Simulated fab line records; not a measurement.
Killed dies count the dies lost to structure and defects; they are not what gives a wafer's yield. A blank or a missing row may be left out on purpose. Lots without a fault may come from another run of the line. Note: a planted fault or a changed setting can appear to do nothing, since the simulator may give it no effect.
Matching of chambers -- flow gf180mcu -- 4 sister chambers for GF_CONTACT_ETCH_16 on rieDiel-01
The step etches BARC in N2/H2. 4 wafers are shown with their chamber, then 7 later ones without.

== WAFERS WITH THEIR CHAMBER ==
wafer,chamber,drypumpMotorCurrentA (A)
L306.4,0,5.8
L306.6,3,6.7
L308.2,2,5.0
L308.4,1,5.9

== WAFERS MISSING THEIR CHAMBER ==
wafer,drypumpMotorCurrentA (A)
L308.6,5.9
L312.2,6.8
L312.3,5.0
L312.5,6.8
L322.2,5.9
L322.4,6.8
L322.5,6.8

== WHICH CHAMBER EACH ONE RAN IN ==
wafer,from the rows above,in truth
L308.6,can't be placed: 1 or 0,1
L312.2,3,3
L312.3,2,2
L312.5,3,3
L322.2,can't be placed: 1 or 0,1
L322.4,3,3
L322.5,3,3
Correctly placed: 5 of 7. These rows do not allow placing 2 (true chamber among the candidates in 2). Placed wrongly: 0.
How it was worked out, from the rows above alone: a wafer's distance from a chamber is the root of the sum, over the readings, of the square of ((its reading less the chamber's mean) divided by the reading's scatter). The wafer belongs to the nearest chamber; if the next one is less than 2 further off, it can't be placed. The mean given for a chamber averages the wafers shown for that chamber. The scatter: with one shown wafer a chamber, the root of the mean of the squares of how far each hidden wafer lies from its nearest shown one.
